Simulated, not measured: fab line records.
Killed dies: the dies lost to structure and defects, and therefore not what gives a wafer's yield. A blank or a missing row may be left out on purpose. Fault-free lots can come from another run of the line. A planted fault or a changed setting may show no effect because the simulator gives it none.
Split-lot experiment + flow gf180mcu + route with 602 steps; 5 lots, 23 wafers read

## ABOUT THE SPLIT
At GF_CONTACT_CVD_24 (deposits W, target thk 300 nm, time 90.339 s), the setting temp-c was moved away from the recipe's 400 C on 7 of the 23 wafers read, by -2.8% to +2.6%. For the rest of the wafers, this setting stayed at what the recipe calls for.

## FROM THE SPLIT ON TO THE READING: in between, the file shows 1 step
- GF_CONTACT_RS_MEAS_25: measures by four-point-probe

## THE READING
CONTACT_W_THK, in nm, at GF_CONTACT_THK_MEAS_26 (measures by xrf). On this fab line, fault-free wafers typically give 301 nm with a standard deviation of 3.4 nm.

| wafer  | tool, chamber at the split | temp-c as run, C | against the recipe | CONTACT_W_THK, nm | against lot-mates on the recipe |
|--------|----------------------------|------------------|--------------------|-------------------|---------------------------------|
| L075.2 | cvd-w-01, 0                | 400              | recipe             | 298               | -                               |
| L075.3 | cvd-w-01, 0                | 400              | recipe             | 301               | -                               |
| L075.4 | cvd-w-01, 1                | 400              | recipe             | 299               | -                               |
| L075.5 | cvd-w-01, 1                | 400              | recipe             | 299               | -                               |
| L075.6 | cvd-w-01, 0                | 400              | recipe             | 300               | -                               |
| L077.1 | cvd-w-02, 0                | 400              | recipe             | 303               | -                               |
| L077.2 | cvd-w-02, 1                | 400              | recipe             | 296               | -                               |
| L077.4 | cvd-w-02, 0                | 410.6            | +2.6%              | 364               | +63                             |
| L077.5 | cvd-w-02, 1                | 410.6            | +2.6%              | 361               | +60                             |
| L077.6 | cvd-w-02, 0                | 400              | recipe             | 303               | -                               |
| L080.2 | cvd-w-02, 1                | 400              | recipe             | 301               | -                               |
| L080.3 | cvd-w-02, 0                | 400              | recipe             | 309               | -                               |
| L080.6 | cvd-w-02, 0                | 400              | recipe             | 310               | -                               |
| L084.1 | cvd-w-01, 1                | 400              | recipe             | 306               | -                               |
| L084.2 | cvd-w-01, 0                | 400              | recipe             | 308               | -                               |
| L084.3 | cvd-w-01, 1                | 400              | recipe             | 304               | -                               |
| L084.5 | cvd-w-01, 0                | 408              | +2.0%              | 351               | +45                             |
| L084.6 | cvd-w-01, 1                | 408              | +2.0%              | 353               | +47                             |
| L085.1 | cvd-w-01, 0                | 388.8            | -2.8%              | 240               | -57                             |
| L085.2 | cvd-w-01, 1                | 400              | recipe             | 298               | -                               |
| L085.3 | cvd-w-01, 1                | 400              | recipe             | 296               | -                               |
| L085.4 | cvd-w-01, 0                | 388.8            | -2.8%              | 243               | -54                             |
| L085.5 | cvd-w-01, 0                | 388.8            | -2.8%              | 244               | -53                             |

THE FIT
A straight line over all 23 wafers: CONTACT_W_THK changes by +22.4 nm for each +1% of temp-c; r = +0.99; the points scatter about the line by 4.3 nm.
The same after taking each lot's own level away (the mean of its wafers on the recipe; 23 wafers): +21.3 nm for each +1%; r = +0.99; scatter 3.2 nm.
The reading moves by 60 nm for the largest change in temp-c, on that fit.
The span of the lots' own levels, 297.0 to 306.7 nm, comes to 2.8 times the standard deviation stated above.
Hence the lot-to-lot level has little effect on the slope; both slopes agree.
Check: with one of the wafers moved furthest among these (-2.8%) left out of the fit, the line predicts -58.5 nm for it against its lot-mates. Against them it came out at -57 nm.

## THE WHOLE CHAIN: every reading that the file lists as answering this split, in the file's order
| step                   | what it does                                 | reading                                                                     | change (the file's fit)              | r (the file's) |
|------------------------|----------------------------------------------|-----------------------------------------------------------------------------|--------------------------------------|----------------|
| GF_CONTACT_CVD_24      | deposits W, target thk 300 nm, time 90.339 s | W_of_CONTACT_CVD_24.thk-nm (the simulator's own value, which no gauge read) | +21.5 nm for each +1% of the setting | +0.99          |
| GF_CONTACT_RS_MEAS_25  | measures by four-point-probe                 | CONTACT_W_RS                                                                | -0.0278 for each +1% of the setting  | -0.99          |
| GF_CONTACT_THK_MEAS_26 | measures by xrf                              | CONTACT_W_THK                                                               | +21.6 for each +1% of the setting    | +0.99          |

## THE FILE'S OWN FIT
CONTACT_W_THK changes by +21.6 nm for each +1% of temp-c, r = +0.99.
